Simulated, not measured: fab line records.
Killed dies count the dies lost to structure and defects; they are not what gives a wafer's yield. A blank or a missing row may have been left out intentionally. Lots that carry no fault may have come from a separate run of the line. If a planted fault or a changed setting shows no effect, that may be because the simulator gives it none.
Which tool was responsible? || flow sky130 || Sampling: 12 lots, 36 wafers, 5 of 708 route steps

## WHAT EACH GAUGE READ, for each wafer
Not one reading of a measure or inspect step in the record can be checked against a usual standard deviation.

## WHAT TOOL EACH LOT RAN ON (gives the tool, then ch and the chambers of the sampled wafers, and finally the start)
{"lot": "L189", "SKY_PWDE_STRIP_09": "plasmaAsher-02 ch 0,1, day 3 15:33", "SKY_VIA3_CVD_21": "cvdW-02 ch 0,1, day 39 04:56", "SKY_METAL4_SPUTTER_02": "pvdSputter-01, day 39 05:35", "SKY_PASSIVATION_ETCH_11": "rieDiel-04 ch 0,2,3, day 44 09:52", "SKY_PAD_OPEN_PROBE_99": "-"}
{"lot": "L190", "SKY_PWDE_STRIP_09": "plasmaAsher-04 ch 0,1, day 3 23:42", "SKY_VIA3_CVD_21": "cvdW-01 ch 0,1, day 39 17:28", "SKY_METAL4_SPUTTER_02": "pvdSputter-01, day 39 18:07", "SKY_PASSIVATION_ETCH_11": "rieDiel-04 ch 2,3, day 44 19:55", "SKY_PAD_OPEN_PROBE_99": "-"}
{"lot": "L191", "SKY_PWDE_STRIP_09": "plasmaAsher-02 ch 0,1, day 4 06:56", "SKY_VIA3_CVD_21": "cvdW-02 ch 0,1, day 40 04:48", "SKY_METAL4_SPUTTER_02": "pvdSputter-01, day 40 05:25", "SKY_PASSIVATION_ETCH_11": "rieDiel-02 ch 1,2,3, day 45 05:31", "SKY_PAD_OPEN_PROBE_99": "-"}
{"lot": "L197", "SKY_PWDE_STRIP_09": "plasmaAsher-02 ch 0, day 5 15:15", "SKY_VIA3_CVD_21": "cvdW-02 ch 0,1, day 41 22:56", "SKY_METAL4_SPUTTER_02": "pvdSputter-03, day 41 23:35", "SKY_PASSIVATION_ETCH_11": "rieDiel-02 ch 0,3, day 46 18:34", "SKY_PAD_OPEN_PROBE_99": "prober-01, day 47 16:09"}
{"lot": "L198", "SKY_PWDE_STRIP_09": "plasmaAsher-02 ch 0,1, day 5 22:15", "SKY_VIA3_CVD_21": "cvdW-02 ch 0,1, day 42 10:47", "SKY_METAL4_SPUTTER_02": "pvdSputter-02, day 42 11:26", "SKY_PASSIVATION_ETCH_11": "rieDiel-04 ch 0,1,2, day 47 04:43", "SKY_PAD_OPEN_PROBE_99": "prober-02, day 48 02:26"}
{"lot": "L202", "SKY_PWDE_STRIP_09": "plasmaAsher-01 ch 0,1, day 6 20:23", "SKY_VIA3_CVD_21": "cvdW-02 ch 0,1, day 43 11:11", "SKY_METAL4_SPUTTER_02": "pvdSputter-02, day 43 11:47", "SKY_PASSIVATION_ETCH_11": "rieDiel-02 ch 0,2,3, day 48 02:04", "SKY_PAD_OPEN_PROBE_99": "-"}
{"lot": "L203", "SKY_PWDE_STRIP_09": "plasmaAsher-01 ch 1, day 7 04:51", "SKY_VIA3_CVD_21": "cvdW-02 ch 0,1, day 43 20:08", "SKY_METAL4_SPUTTER_02": "pvdSputter-03, day 43 20:47", "SKY_PASSIVATION_ETCH_11": "rieDiel-04 ch 1,2,3, day 48 09:01", "SKY_PAD_OPEN_PROBE_99": "-"}
{"lot": "L205", "SKY_PWDE_STRIP_09": "plasmaAsher-01 ch 0,1, day 7 12:36", "SKY_VIA3_CVD_21": "cvdW-02 ch 0,1, day 44 08:43", "SKY_METAL4_SPUTTER_02": "pvdSputter-02, day 44 09:22", "SKY_PASSIVATION_ETCH_11": "rieDiel-03 ch 0,2, day 48 20:01", "SKY_PAD_OPEN_PROBE_99": "-"}
{"lot": "L207", "SKY_PWDE_STRIP_09": "plasmaAsher-01 ch 0,1, day 8 02:42", "SKY_VIA3_CVD_21": "cvdW-02 ch 0,1, day 44 17:17", "SKY_METAL4_SPUTTER_02": "pvdSputter-03, day 44 17:56", "SKY_PASSIVATION_ETCH_11": "rieDiel-03 ch 0,1,2, day 49 02:13", "SKY_PAD_OPEN_PROBE_99": "-"}
{"lot": "L210", "SKY_PWDE_STRIP_09": "plasmaAsher-01 ch 0,1, day 8 18:38", "SKY_VIA3_CVD_21": "cvdW-01 ch 0,1, day 45 13:39", "SKY_METAL4_SPUTTER_02": "pvdSputter-03, day 45 14:16", "SKY_PASSIVATION_ETCH_11": "rieDiel-03 ch 1,2, day 49 18:37", "SKY_PAD_OPEN_PROBE_99": "-"}
{"lot": "L211", "SKY_PWDE_STRIP_09": "plasmaAsher-01 ch 0,1, day 9 04:38", "SKY_VIA3_CVD_21": "cvdW-01 ch 0,1, day 45 22:01", "SKY_METAL4_SPUTTER_02": "pvdSputter-02, day 45 22:37", "SKY_PASSIVATION_ETCH_11": "rieDiel-02 ch 0,1,2, day 50 00:25", "SKY_PAD_OPEN_PROBE_99": "-"}
{"lot": "L212", "SKY_PWDE_STRIP_09": "plasmaAsher-02 ch 0,1, day 9 07:00", "SKY_VIA3_CVD_21": "cvdW-02 ch 0,1, day 46 00:40", "SKY_METAL4_SPUTTER_02": "pvdSputter-01, day 46 01:20", "SKY_PASSIVATION_ETCH_11": "rieDiel-04 ch 1,2,3, day 50 02:43", "SKY_PAD_OPEN_PROBE_99": "-"}
- SKY_PWDE_STRIP_09: strips in O2/N2.
- SKY_VIA3_CVD_21: deposits W, target thk 390 nm, time 117.31 s.
- SKY_METAL4_SPUTTER_02: material AlCu, target thk 735 nm, time 39.1 s.
- SKY_PASSIVATION_ETCH_11: etches the open film in CF4/O2, stops on AlCu, target depth 725 nm, time 161.1 s.
- SKY_PAD_OPEN_PROBE_99

## WHAT THE TOOLS THEMSELVES READ (means of the sampled wafers that have a number; where no wafer has one, the mark that the record gives instead)
SKY_PWDE_STRIP_09. Usual: drypumpMotorCurrentA 5.5 A, standard deviation 0.45; n2FlowSccm 299.7 sccm, standard deviation 0.97; oesProductAu 0.723 a.u., standard deviation 0.005; stripTimeToEndpointS 36.92 s, standard deviation 0.093.
{"lot": "L189", "tool": "plasmaAsher-02", "drypumpMotorCurrentA (A)": 5.3, "n2FlowSccm (sccm)": 299.3, "oesProductAu (a.u.)": 0.722, "stripTimeToEndpointS (s)": 36.87, "flag": ""}
{"lot": "L190", "tool": "plasmaAsher-04", "drypumpMotorCurrentA (A)": 6.0, "n2FlowSccm (sccm)": 298.6, "oesProductAu (a.u.)": 0.722, "stripTimeToEndpointS (s)": 36.75, "flag": ""}
{"lot": "L191", "tool": "plasmaAsher-02", "drypumpMotorCurrentA (A)": 5.6, "n2FlowSccm (sccm)": 300.8, "oesProductAu (a.u.)": 0.732, "stripTimeToEndpointS (s)": 36.96, "flag": ""}
{"lot": "L197", "tool": "plasmaAsher-02", "drypumpMotorCurrentA (A)": 5.8, "n2FlowSccm (sccm)": 299.6, "oesProductAu (a.u.)": 0.725, "stripTimeToEndpointS (s)": 36.95, "flag": ""}
{"lot": "L198", "tool": "plasmaAsher-02", "drypumpMotorCurrentA (A)": 5.6, "n2FlowSccm (sccm)": 299.8, "oesProductAu (a.u.)": 0.726, "stripTimeToEndpointS (s)": 36.92, "flag": ""}
{"lot": "L202", "tool": "plasmaAsher-01", "drypumpMotorCurrentA (A)": 5.5, "n2FlowSccm (sccm)": 298.8, "oesProductAu (a.u.)": 0.722, "stripTimeToEndpointS (s)": 36.96, "flag": ""}
{"lot": "L203", "tool": "plasmaAsher-01", "drypumpMotorCurrentA (A)": 4.9, "n2FlowSccm (sccm)": 301.0, "oesProductAu (a.u.)": 0.725, "stripTimeToEndpointS (s)": 37.00, "flag": ""}
{"lot": "L205", "tool": "plasmaAsher-01", "drypumpMotorCurrentA (A)": 5.5, "n2FlowSccm (sccm)": 300.2, "oesProductAu (a.u.)": 0.721, "stripTimeToEndpointS (s)": 36.91, "flag": ""}
{"lot": "L207", "tool": "plasmaAsher-01", "drypumpMotorCurrentA (A)": 5.5, "n2FlowSccm (sccm)": 300.0, "oesProductAu (a.u.)": 0.720, "stripTimeToEndpointS (s)": 37.03, "flag": ""}
{"lot": "L210", "tool": "plasmaAsher-01", "drypumpMotorCurrentA (A)": 5.2, "n2FlowSccm (sccm)": 299.6, "oesProductAu (a.u.)": 0.721, "stripTimeToEndpointS (s)": 36.84, "flag": ""}
{"lot": "L211", "tool": "plasmaAsher-01", "drypumpMotorCurrentA (A)": 5.5, "n2FlowSccm (sccm)": 299.6, "oesProductAu (a.u.)": 0.726, "stripTimeToEndpointS (s)": 36.82, "flag": ""}
{"lot": "L212", "tool": "plasmaAsher-02", "drypumpMotorCurrentA (A)": 5.6, "n2FlowSccm (sccm)": 299.9, "oesProductAu (a.u.)": 0.729, "stripTimeToEndpointS (s)": 36.79, "flag": ""}

SKY_VIA3_CVD_21. Usual: heaterPowerW 769 W, standard deviation 33.
{"lot": "L189", "tool": "cvdW-02", "heaterPowerW (W)": 749, "flag": ""}
{"lot": "L190", "tool": "cvdW-01", "heaterPowerW (W)": 769, "flag": ""}
{"lot": "L191", "tool": "cvdW-02", "heaterPowerW (W)": 754, "flag": ""}
{"lot": "L197", "tool": "cvdW-02", "heaterPowerW (W)": 748, "flag": ""}
{"lot": "L198", "tool": "cvdW-02", "heaterPowerW (W)": 752, "flag": ""}
{"lot": "L202", "tool": "cvdW-02", "heaterPowerW (W)": 762, "flag": ""}
{"lot": "L203", "tool": "cvdW-02", "heaterPowerW (W)": 789, "flag": ""}
{"lot": "L205", "tool": "cvdW-02", "heaterPowerW (W)": 785, "flag": ""}
{"lot": "L207", "tool": "cvdW-02", "heaterPowerW (W)": 772, "flag": ""}
{"lot": "L210", "tool": "cvdW-01", "heaterPowerW (W)": 783, "flag": ""}
{"lot": "L211", "tool": "cvdW-01", "heaterPowerW (W)": 775, "flag": ""}
{"lot": "L212", "tool": "cvdW-02", "heaterPowerW (W)": 791, "flag": ""}

SKY_METAL4_SPUTTER_02. Usual: chamberPressurePa 0.4000 Pa, standard deviation 0.00078; throttleValvePct 29.9 %, standard deviation 0.85.
{"lot": "L189", "tool": "pvdSputter-01", "chamberPressurePa (Pa)": 0.3998, "throttleValvePct (%)": 29.8, "flag": ""}
{"lot": "L190", "tool": "pvdSputter-01", "chamberPressurePa (Pa)": 0.3994, "throttleValvePct (%)": 29.8, "flag": ""}
{"lot": "L191", "tool": "pvdSputter-01", "chamberPressurePa (Pa)": 0.4002, "throttleValvePct (%)": 28.6, "flag": ""}
{"lot": "L197", "tool": "pvdSputter-03", "chamberPressurePa (Pa)": 0.4005, "throttleValvePct (%)": 30.3, "flag": ""}
{"lot": "L198", "tool": "pvdSputter-02", "chamberPressurePa (Pa)": 0.4001, "throttleValvePct (%)": 29.7, "flag": ""}
{"lot": "L202", "tool": "pvdSputter-02", "chamberPressurePa (Pa)": 0.4002, "throttleValvePct (%)": 30.1, "flag": ""}
{"lot": "L203", "tool": "pvdSputter-03", "chamberPressurePa (Pa)": 0.4003, "throttleValvePct (%)": 30.2, "flag": ""}
{"lot": "L205", "tool": "pvdSputter-02", "chamberPressurePa (Pa)": 0.4006, "throttleValvePct (%)": 29.2, "flag": ""}
{"lot": "L207", "tool": "pvdSputter-03", "chamberPressurePa (Pa)": 0.3991, "throttleValvePct (%)": 29.5, "flag": ""}
{"lot": "L210", "tool": "pvdSputter-03", "chamberPressurePa (Pa)": 0.3994, "throttleValvePct (%)": 31.0, "flag": ""}
{"lot": "L211", "tool": "pvdSputter-02", "chamberPressurePa (Pa)": 0.3989, "throttleValvePct (%)": 29.8, "flag": ""}
{"lot": "L212", "tool": "pvdSputter-01", "chamberPressurePa (Pa)": 0.4003, "throttleValvePct (%)": 29.1, "flag": ""}

SKY_PASSIVATION_ETCH_11. Usual: drypumpMotorCurrentA 5.6 A, standard deviation 0.41; oesProductAu 0.974 a.u., standard deviation 0.0073; throttleValvePct 5.965 %, standard deviation 0.0086.
{"lot": "L189", "tool": "rieDiel-04", "drypumpMotorCurrentA (A)": 5.8, "oesProductAu (a.u.)": 0.970, "throttleValvePct (%)": 5.955, "flag": ""}
{"lot": "L190", "tool": "rieDiel-04", "drypumpMotorCurrentA (A)": 6.0, "oesProductAu (a.u.)": 0.978, "throttleValvePct (%)": 5.968, "flag": ""}
{"lot": "L191", "tool": "rieDiel-02", "drypumpMotorCurrentA (A)": 5.5, "oesProductAu (a.u.)": 0.978, "throttleValvePct (%)": 5.964, "flag": ""}
{"lot": "L197", "tool": "rieDiel-02", "drypumpMotorCurrentA (A)": 5.7, "oesProductAu (a.u.)": 0.970, "throttleValvePct (%)": 5.960, "flag": ""}
{"lot": "L198", "tool": "rieDiel-04", "drypumpMotorCurrentA (A)": 5.4, "oesProductAu (a.u.)": 0.974, "throttleValvePct (%)": 5.972, "flag": ""}
{"lot": "L202", "tool": "rieDiel-02", "drypumpMotorCurrentA (A)": 5.6, "oesProductAu (a.u.)": 0.971, "throttleValvePct (%)": 5.971, "flag": ""}
{"lot": "L203", "tool": "rieDiel-04", "drypumpMotorCurrentA (A)": 5.7, "oesProductAu (a.u.)": 0.974, "throttleValvePct (%)": 5.966, "flag": ""}
{"lot": "L205", "tool": "rieDiel-03", "drypumpMotorCurrentA (A)": 5.9, "oesProductAu (a.u.)": 0.971, "throttleValvePct (%)": 5.960, "flag": ""}
{"lot": "L207", "tool": "rieDiel-03", "drypumpMotorCurrentA (A)": 5.9, "oesProductAu (a.u.)": 0.973, "throttleValvePct (%)": 5.958, "flag": ""}
{"lot": "L210", "tool": "rieDiel-03", "drypumpMotorCurrentA (A)": 5.8, "oesProductAu (a.u.)": 0.967, "throttleValvePct (%)": 5.966, "flag": ""}
{"lot": "L211", "tool": "rieDiel-02", "drypumpMotorCurrentA (A)": 5.2, "oesProductAu (a.u.)": 0.978, "throttleValvePct (%)": 5.959, "flag": ""}
{"lot": "L212", "tool": "rieDiel-04", "drypumpMotorCurrentA (A)": 5.6, "oesProductAu (a.u.)": 0.978, "throttleValvePct (%)": 5.972, "flag": ""}

SKY_PAD_OPEN_PROBE_99. Usual: killed_at_M0_to_M3 43, standard deviation 7; killed_at_M4_up 3.0, standard deviation 1.9; killedAtContacts 24, standard deviation 4.6; killedAtFrontEnd 15, standard deviation 4.1; killedAtOther 0.3, standard deviation 0.52; killedDies 84, standard deviation 9.7; killedOpen 46, standard deviation 6.9; killedShort 38, standard deviation 6.8.
{"lot": "L197", "tool": "prober-01", "killed_at_M0_to_M3": 43, "killed_at_M4_up": 3.0, "killedAtContacts": 23, "killedAtFrontEnd": 38, "killedAtOther": 0.0, "killedDies": 106, "killedOpen": 48, "killedShort": 32, "flag": "OFF"}
{"lot": "L198", "tool": "prober-02", "killed_at_M0_to_M3": 48, "killed_at_M4_up": 4.0, "killedAtContacts": 20, "killedAtFrontEnd": 55, "killedAtOther": 0.0, "killedDies": 126, "killedOpen": 44, "killedShort": 43, "flag": "OFF"}

## THE ANSWER, worked out from the rows above alone
Rule: a lot counts as off when the mean over its wafers that have a number is more than 3 standard deviations away from the usual mean. A lot without any number at a reading at which 4 lots or more have one is off too. The other lots that the step has rows for count as sound. Order of review: gauges by route order, followed by the tools' own readings, for which a lot's mean as printed above is used. The first step at which some lot is off is used, and at that step the reading that is off furthest; a lot without a number counts as furthest.
Off, at SKY_PAD_OPEN_PROBE_99 on killedAtFrontEnd: L197, L198. Neither off nor sound, because the step has no rows for them: L189, L190, L191, L202, L203, L205, L207, L210, L211, L212.
A tool fits if, at that step or a process step before it, it ran every lot that is off, and no sound lot after the first of them. Undecided on this evidence; 2 tools fit (plasmaAsher-02 at SKY_PWDE_STRIP_09, cvdW-02 at SKY_VIA3_CVD_21).

## WHAT THE SIMULATOR HAD INSERTED
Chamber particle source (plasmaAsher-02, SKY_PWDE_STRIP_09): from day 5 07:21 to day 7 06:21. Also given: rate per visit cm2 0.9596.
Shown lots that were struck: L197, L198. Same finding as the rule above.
